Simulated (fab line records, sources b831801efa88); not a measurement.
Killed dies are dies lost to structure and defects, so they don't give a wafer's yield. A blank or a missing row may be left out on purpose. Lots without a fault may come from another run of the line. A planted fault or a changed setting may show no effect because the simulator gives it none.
Which tool did it? | flow gf180mcu | 10 lots, 30 wafers sampled, at 3 steps of a route of 602

WHAT THE GAUGES READ, wafer by wafer
GF_MIM_THK_MEAS_06.
lot  | measured     | on            | MIM_CVD_05_THK (nm)
L983 | day 24 19:19 | film_metro-04 | 41.6 42.2 42.6
L987 | day 26 11:14 | film_metro-04 | 41.9 42.5 42.3
L991 | day 27 20:56 | film_metro-03 | 41.5 42.1 41.7
L992 | day 28 06:12 | film_metro-03 | 41.5 42.4 41.7
L997 | day 29 09:38 | film_metro-03 | 42.3 41.4 43.1
L998 | day 29 14:08 | film_metro-03 | 42.5 42.8 41.4
L100 | day 30 03:49 | film_metro-04 | 40.9 42.0 41.7
L102 | day 30 13:43 | film_metro-04 | 41.4 42.8 42.4
L103 | day 30 22:28 | film_metro-02 | 41.2 41.5 41.0
L105 | day 31 12:25 | film_metro-03 | 41.9 42.2 41.9

WHICH TOOL RAN EACH LOT (tool, then ch and the chambers of the sampled wafers, then the start)
lot  | GF_V4_CVD_02                    | GF_V4_ETCH_16
L983 | pecvd-04 ch 1,2, day 23 18:44   | rie_diel-03 ch 1,2,3, day 24 17:41
L987 | pecvd-03 ch 0,1,2, day 25 11:42 | rie_diel-01 ch 0,2, day 26 09:38
L991 | pecvd-04 ch 0,1, day 26 23:13   | rie_diel-03 ch 0,2,3, day 27 19:20
L992 | pecvd-03 ch 0,1, day 27 07:30   | rie_diel-04 ch 0,2,3, day 28 04:35
L997 | pecvd-03 ch 0,2, day 28 12:46   | rie_diel-03 ch 0,1,2, day 29 08:02
L998 | pecvd-02 ch 0,1,2, day 28 16:52 | rie_diel-04 ch 0,1,3, day 29 12:31
L100 | pecvd-02 ch 0,1, day 29 06:42   | rie_diel-01 ch 0,3, day 30 02:11
L102 | pecvd-03 ch 0,1,2, day 29 16:55 | rie_diel-04 ch 0,2,3, day 30 12:05
L103 | pecvd-02 ch 0,1,2, day 30 01:45 | rie_diel-04 ch 0,2,3, day 30 20:52
L105 | pecvd-02 ch 0,1, day 30 15:57   | rie_diel-01 ch 0,1,2, day 31 10:49
- GF_V4_CVD_02: deposits SiO2 from TEOS, target thk 850 nm, time 94.851 s.
- GF_V4_ETCH_16: etches BARC in N2/H2.

THE ANSWER, worked out from the rows above alone
Rule: what is usual is taken from the lots themselves. Put in order of their means at a reading, lots are off if they are a third of the lots or fewer, leave a main group of 4 or more, and stand apart from it by a gap of 3 or more times the standard deviation of the main group's means; of several such gaps the widest counts. A main group whose means are all the same, to the digits that the tables above print for the reading, isn't used. A lot without any number at a reading at which 4 lots or more have one is off too. The other lots that the step has rows for count as sound.
No lot is off at any reading shown: from this, nothing can be told.

WHAT THE SIMULATOR HAD PUT IN
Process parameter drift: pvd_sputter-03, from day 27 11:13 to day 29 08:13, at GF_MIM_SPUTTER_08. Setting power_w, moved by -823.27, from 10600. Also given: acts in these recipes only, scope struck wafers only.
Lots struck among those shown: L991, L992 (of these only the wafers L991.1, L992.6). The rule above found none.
